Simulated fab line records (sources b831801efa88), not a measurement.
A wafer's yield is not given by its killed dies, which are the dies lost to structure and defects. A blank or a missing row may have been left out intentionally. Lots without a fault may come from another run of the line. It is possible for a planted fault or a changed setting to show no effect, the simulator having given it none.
fab line records + flow sky130 + part 2 of 2: steps 26 to 36 of 36
record:
- lots: 5
- wafers: 15
- last-day: 48
route steps=708 shown VIA3@582 METAL4@598 CAP2M@603
lots with no fault: from the same line, run without faults
start-h: start of the lot's first displayed wafer, in hours after the record's first day + wait-h: hours since the lot's step before + " as in the row above + L1.1+2: one row covering several wafers at once + - no value, or no start was given + * or withheld: withheld + < > ~ a bound
route shown NAME@n: names a module that has steps shown in the file, with the first one's number in the route + usual: the fault-free wafers' mean and standard deviation + same: alike in all rows + chamber/n: place in a boat + sites: the reading at each site + _std_site: standard deviation of those values + _edge_site: inner sites' mean taken away from outer sites' mean + radius-mm: how far each site lies from the wafer's centre + mask NAME#n: copy n + behind: the tool/chamber that last shaped the wafer + hold: why the lot went on hold/how many hours it stayed there/how the hold came to an end + device: the n, p or np transistor that did not switch + end of line: the tests these same wafers got at the end of their route + a step with no rows: only its recipe + killed: the dies lost at the first sort to structure and to defects; this is not the yield of the wafer + map: the dies of a wafer, with x for killed, . for not killed, _ for no die there
set.NAME: the setting as run; set.NAME@STEP: as run at that earlier step + model.NAME: the simulator's own value behind a step, which no gauge read
a table for each step, a row for each wafer; lots at some steps of the route
services: from which hour (start-h, from the record's first day; less than 0 if before it) a tool's chamber was out of use, for how many hours, and why
== steps ==
step: SKY_CAP2M_THK_MEAS_04
recipe:
- thk-meas-gauge: xrf
- reads: TiN_of_CAP2M_SPUTTER_02
usual:
- CAP2M_TIN_THK: 197.0/2.9
| lot.wafer | tool          | chamber | start-h | wait-h | CAP2M_TIN_THK[nm] |
|-----------|---------------|---------|---------|--------|-------------------|
| L078.3    | film-metro-03 | -       | 961.75  | 0.1    | 198.3             |
| L078.4    | "             | -       | "       | "      | 199.9             |
| L078.5    | "             | -       | "       | "      | 197.9             |
| L081.1    | film-metro-03 | -       | 989.58  | 0.1    | 194.8             |
| L081.4    | "             | -       | "       | "      | 197.8             |
| L081.5    | "             | -       | "       | "      | 196.1             |
| L083.2    | film-metro-01 | -       | 1008.36 | 0.1    | 198.1             |
| L083.5    | "             | -       | "       | "      | 194.0             |
| L083.6    | "             | -       | "       | "      | 197.7             |
| L086.1    | film-metro-03 | -       | 1019.00 | 0.1    | 202.5             |
| L086.4    | "             | -       | "       | "      | 200.8             |
| L086.6    | "             | -       | "       | "      | 202.3             |
| L087.1    | film-metro-01 | -       | 1025.57 | 0.1    | 198.7             |
| L087.3    | "             | -       | "       | "      | 200.1             |
| L087.4    | "             | -       | "       | "      | 200.4             |
step: SKY_CAP2M_DEHYDRATE_05
recipe:
- temp-c: 200
- time-s: 60
same:
- time-s: 60
| lot.wafer  | tool           | chamber | start-h | wait-h |
|------------|----------------|---------|---------|--------|
| L078.3+4+5 | litho-track-01 | 0       | 972.75  | 11.0   |
| L081.1+4+5 | litho-track-04 | 0       | 1001.00 | 11.4   |
| L083.2+5+6 | litho-track-01 | 0       | 1018.32 | 10.0   |
| L086.1+4+6 | litho-track-02 | 0       | 1030.58 | 11.6   |
| L087.1+3+4 | litho-track-04 | 0       | 1036.95 | 11.4   |
step: SKY_CAP2M_HMDS_06
recipe:
- prime-time-s: 60
- prime-temp-c: 120
| lot.wafer  | tool           | chamber | start-h | wait-h |
|------------|----------------|---------|---------|--------|
| L078.3+4+5 | litho-track-01 | 0       | 972.90  | 0.1    |
| L081.1+4+5 | litho-track-04 | 0       | 1001.15 | 0.1    |
| L083.2+5+6 | litho-track-01 | 0       | 1018.47 | 0.1    |
| L086.1+4+6 | litho-track-02 | 0       | 1030.73 | 0.1    |
| L087.1+3+4 | litho-track-04 | 0       | 1037.10 | 0.1    |
step: SKY_CAP2M_COAT_07
recipe:
- resist: NOVOLAK
- spin-rpm: 3000
- resist-thk-nm: 1140
usual:
- spin-speed-rpm: 2999.7/2.3
| lot.wafer | tool           | chamber | start-h | wait-h | spin-speed-rpm |
|-----------|----------------|---------|---------|--------|----------------|
| L078.3    | litho-track-01 | 0       | 973.05  | 0.1    | 3001.6         |
| L078.4    | "              | 0       | "       | "      | 2998.5         |
| L078.5    | "              | 0       | "       | "      | 3001.6         |
| L081.1    | litho-track-04 | 0       | 1001.30 | 0.1    | 2996.8         |
| L081.4    | "              | 0       | "       | "      | 2999.8         |
| L081.5    | "              | 0       | "       | "      | 2999.0         |
| L083.2    | litho-track-01 | 0       | 1018.62 | 0.1    | 3002.5         |
| L083.5    | "              | 0       | "       | "      | 2999.4         |
| L083.6    | "              | 0       | "       | "      | 2999.5         |
| L086.1    | litho-track-02 | 0       | 1030.88 | 0.1    | 2999.1         |
| L086.4    | "              | 0       | "       | "      | 3001.4         |
| L086.6    | "              | 0       | "       | "      | 2999.1         |
| L087.1    | litho-track-04 | 0       | 1037.25 | 0.1    | 2998.9         |
| L087.3    | "              | 0       | "       | "      | 3000.0         |
| L087.4    | "              | 0       | "       | "      | 3001.8         |
step: SKY_CAP2M_SOFTBAKE_08
recipe:
- temp-c: 90
- time-s: 60
- resist: NOVOLAK
same:
- time-s: 60
| lot.wafer  | tool           | chamber | start-h | wait-h |
|------------|----------------|---------|---------|--------|
| L078.3+4+5 | litho-track-01 | 0       | 973.20  | 0.1    |
| L081.1+4+5 | litho-track-04 | 0       | 1001.45 | 0.1    |
| L083.2+5+6 | litho-track-01 | 0       | 1018.77 | 0.1    |
| L086.1+4+6 | litho-track-02 | 0       | 1031.03 | 0.1    |
| L087.1+3+4 | litho-track-04 | 0       | 1037.40 | 0.1    |
step: SKY_CAP2M_EXPOSE_09
recipe:
- mask-id: CAP2M
- na: 0.6
- source-shape: conventional
- sigma-outer: 0.6
- polarization: unpolarized
- target-cd-nm: 1000
- dose-mj: 159
| lot.wafer  | tool             | chamber | start-h | wait-h | mask    |
|------------|------------------|---------|---------|--------|---------|
| L078.3+4+5 | iline-stepper-02 | 0       | -       | -      | CAP2M#0 |
| L081.1+4+5 | iline-stepper-01 | 0       | -       | -      | CAP2M#0 |
| L083.2+5+6 | iline-stepper-01 | 0       | -       | -      | CAP2M#0 |
| L086.1+4+6 | iline-stepper-02 | 0       | -       | -      | CAP2M#0 |
| L087.1+3+4 | iline-stepper-01 | 0       | -       | -      | CAP2M#0 |
step: SKY_CAP2M_PEB_10
recipe:
- temp-c: withheld
- time-s: *
- resist: NOVOLAK
same:
- time-s: *
| lot.wafer  | tool           | chamber | start-h | wait-h |
|------------|----------------|---------|---------|--------|
| L078.3+4+5 | litho-track-04 | 0       | -       | -      |
| L081.1+4+5 | litho-track-02 | 0       | -       | -      |
| L083.2+5+6 | litho-track-01 | 0       | -       | -      |
| L086.1+4+6 | litho-track-02 | 0       | -       | -      |
| L087.1+3+4 | litho-track-01 | 0       | -       | -      |
step: SKY_CAP2M_DEVELOP_11
recipe:
- resist: NOVOLAK
- developer: TMAH
- develop-time-s: 60
- dev-temp-c: 23
same:
- develop-time-s: 60
| lot.wafer  | tool           | chamber | start-h | wait-h |
|------------|----------------|---------|---------|--------|
| L078.3+4+5 | litho-track-04 | 0       | 985.45  | 0.1    |
| L081.1+4+5 | litho-track-02 | 0       | 1013.23 | 0.1    |
| L083.2+5+6 | litho-track-01 | 0       | 1030.62 | 0.1    |
| L086.1+4+6 | litho-track-02 | 0       | 1041.23 | 0.1    |
| L087.1+3+4 | litho-track-01 | 0       | 1047.90 | 0.1    |
step: SKY_CAP2M_OVL_MEAS_12
usual:
- CAP2M_OVL: 0.1/2
| lot.wafer | tool       | chamber | start-h | wait-h | CAP2M_OVL[nm] |
|-----------|------------|---------|---------|--------|---------------|
| L078.3    | overlay-01 | -       | 985.56  | 0.1    | 0.4           |
| L078.4    | "          | -       | "       | "      | -1.2          |
| L078.5    | "          | -       | "       | "      | 1.2           |
| L081.1    | overlay-01 | -       | 1013.38 | 0.1    | -3.0          |
| L081.4    | "          | -       | "       | "      | -3.1          |
| L081.5    | "          | -       | "       | "      | -5.6          |
| L083.2    | overlay-02 | -       | 1030.75 | 0.1    | -1.3          |
| L083.5    | "          | -       | "       | "      | -3.6          |
| L083.6    | "          | -       | "       | "      | -1.8          |
| L086.1    | overlay-01 | -       | 1041.38 | 0.1    | 0.0           |
| L086.4    | "          | -       | "       | "      | 1.0           |
| L086.6    | "          | -       | "       | "      | -0.5          |
| L087.1    | overlay-01 | -       | 1048.05 | 0.1    | -0.3          |
| L087.3    | "          | -       | "       | "      | 0.2           |
| L087.4    | "          | -       | "       | "      | -0.5          |
step: SKY_CAP2M_METAL_ETCH_13
recipe:
- target-depth-nm: 220
- stop-on: SiO2
- chemistry: Cl2/BCl3
- target: TiN
- pressure-mtorr: 10
- icp-w: 900
- bias-w: 48.5
- Cl2_flow_sccm: 60
- bcl3-flow-sccm: 30
- time-s: 62.9
usual:
- bias-w: 48.49/0.13
- drypump-motor-current-A: 6.0/0.33
- oes-product-au: 0.939/0.0085
- throttle-valve-pct: 21.905/0.01
same:
- time-s: 62.9
| lot.wafer | tool         | chamber | start-h | wait-h | bias-w | drypump-motor-current-A | oes-product-au | rf-hours-counter-h | throttle-valve-pct |
|-----------|--------------|---------|---------|--------|--------|-------------------------|----------------|--------------------|--------------------|
| L078.3    | rie-metal-03 | 1       | 985.61  | 0.0    | 48.44  | 6.4                     | 0.929          | -                  | 21.909             |
| L078.4    | "            | 0       | "       | "      | 48.75  | 5.9                     | 0.950          | -                  | 21.893             |
| L078.5    | "            | 0       | "       | "      | 48.39  | 5.9                     | 0.941          | -                  | 21.896             |
| L081.1    | rie-metal-01 | 0       | 1013.42 | 0.0    | 48.24  | 6.0                     | 0.935          | 5                  | 21.911             |
| L081.4    | "            | 0       | "       | "      | 48.76  | 6.0                     | 0.951          | -                  | 21.905             |
| L081.5    | "            | 1       | "       | "      | 48.47  | 5.5                     | 0.944          | -                  | 21.905             |
| L083.2    | rie-metal-03 | 1       | 1030.78 | 0.0    | 48.67  | 6.4                     | 0.948          | 10                 | 21.903             |
| L083.5    | "            | 0       | "       | "      | 48.37  | 5.9                     | 0.940          | -                  | 21.918             |
| L083.6    | "            | 1       | "       | "      | 48.53  | 6.4                     | 0.940          | -                  | 21.892             |
| L086.1    | rie-metal-04 | 1       | 1041.42 | 0.0    | 48.75  | 5.8                     | 0.948          | 14                 | 21.910             |
| L086.4    | "            | 0       | "       | "      | 48.31  | 5.7                     | 0.951          | -                  | 21.898             |
| L086.6    | "            | 0       | "       | "      | 48.32  | 5.7                     | 0.949          | -                  | 21.898             |
| L087.1    | rie-metal-01 | 0       | 1048.08 | 0.0    | 48.79  | 6.0                     | 0.954          | 7                  | 21.899             |
| L087.3    | "            | 0       | "       | "      | 48.75  | 6.0                     | 0.945          | -                  | 21.874             |
| L087.4    | "            | 1       | "       | "      | 48.63  | 5.5                     | 0.959          | -                  | 21.900             |
step: SKY_CAP2M_STRIP_14
recipe:
- chemistry: O2/N2
- power-w: 1400
- pressure-mtorr: 1500
- platen-temp-c: withheld
- o2-flow-sccm: 3000
- n2-flow-sccm: 300
- overash-fraction: 0.5
usual:
- drypump-motor-current-A: 5.5/0.39
- oes-product-au: 0.710/0.005
- strip-time-to-endpoint-s: 12.61/0.058
same:
- overash-fraction: 0.5
| lot.wafer | tool            | chamber | start-h | wait-h | drypump-motor-current-A | oes-product-au | rf-hours-counter-h | strip-time-to-endpoint-s |
|-----------|-----------------|---------|---------|--------|-------------------------|----------------|--------------------|--------------------------|
| L078.3    | plasma-asher-02 | 0       | 985.69  | 0.1    | 5.2                     | 0.713          | -                  | 12.59                    |
| L078.4    | "               | 1       | "       | "      | 5.1                     | 0.705          | -                  | 12.57                    |
| L078.5    | "               | 1       | "       | "      | 5.2                     | 0.701          | -                  | 12.56                    |
| L081.1    | plasma-asher-01 | 0       | 1013.50 | 0.1    | 5.9                     | 0.707          | 83                 | 12.68                    |
| L081.4    | "               | 0       | "       | "      | 6.0                     | 0.712          | -                  | 12.71                    |
| L081.5    | "               | 1       | "       | "      | 5.4                     | 0.708          | -                  | 12.70                    |
| L083.2    | plasma-asher-01 | 1       | 1030.86 | 0.1    | 5.4                     | 0.710          | 85                 | 12.66                    |
| L083.5    | "               | 0       | "       | "      | 5.9                     | 0.719          | -                  | 12.63                    |
| L083.6    | "               | 1       | "       | "      | 5.4                     | 0.702          | -                  | 12.61                    |
| L086.1    | plasma-asher-02 | 1       | 1041.50 | 0.1    | 5.1                     | 0.717          | 63                 | 12.65                    |
| L086.4    | "               | 1       | "       | "      | 5.1                     | 0.702          | -                  | 12.68                    |
| L086.6    | "               | 0       | "       | "      | 5.2                     | 0.712          | -                  | 12.71                    |
| L087.1    | plasma-asher-03 | 0       | 1048.16 | 0.1    | 6.2                     | 0.711          | 126                | 12.67                    |
| L087.3    | "               | 1       | "       | "      | 6.0                     | 0.711          | -                  | 12.67                    |
| L087.4    | "               | 0       | "       | "      | 6.1                     | 0.704          | -                  | 12.66                    |
== services ==
| tool            | chamber | start-h | hours | kind   |
|-----------------|---------|---------|-------|--------|
| cmp-02          | -       | 934.79  | 0.2   | repair |
| cvd-w-01        | -       | 947.41  | 14.0  | pm     |
| cmp-02          | -       | 950.44  | 1.7   | repair |
| rie-metal-03    | -       | 953.22  | 0.9   | repair |
| krf-scanner-01  | -       | 955.25  | 0.4   | repair |
| rie-diel-02     | 2       | 967.03  | 2.4   | repair |
| rie-metal-01    | -       | 967.61  | 2.8   | pm     |
| rie-metal-01    | 0       | 970.98  | 10.6  | repair |
| krf-scanner-02  | -       | 971.77  | 0.8   | pm     |
| pvd-sputter-01  | -       | 981.03  | 1.2   | repair |
| cmp-02          | -       | 982.65  | 5.8   | pm     |
| plasma-asher-01 | -       | 986.27  | 2.8   | pm     |
| rie-diel-03     | 1       | 991.66  | 4.9   | repair |
| pvd-sputter-02  | -       | 995.14  | 1.4   | repair |
| pvd-sputter-03  | -       | 997.14  | 12.2  | repair |
| pvd-sputter-01  | -       | 1002.17 | 5.9   | repair |
| pvd-sputter-04  | -       | 1004.48 | 15.0  | repair |
| rie-diel-02     | 1       | 1005.28 | 4.9   | repair |
| krf-scanner-01  | -       | 1007.50 | 3.6   | repair |
| rie-diel-02     | 2       | 1008.70 | 1.4   | repair |
| rie-diel-02     | 3       | 1015.22 | 9.9   | repair |
| rie-diel-02     | 1       | 1020.27 | 15.3  | repair |
| krf-scanner-01  | -       | 1026.96 | 0.8   | pm     |
| pvd-sputter-01  | -       | 1028.30 | 3.0   | repair |
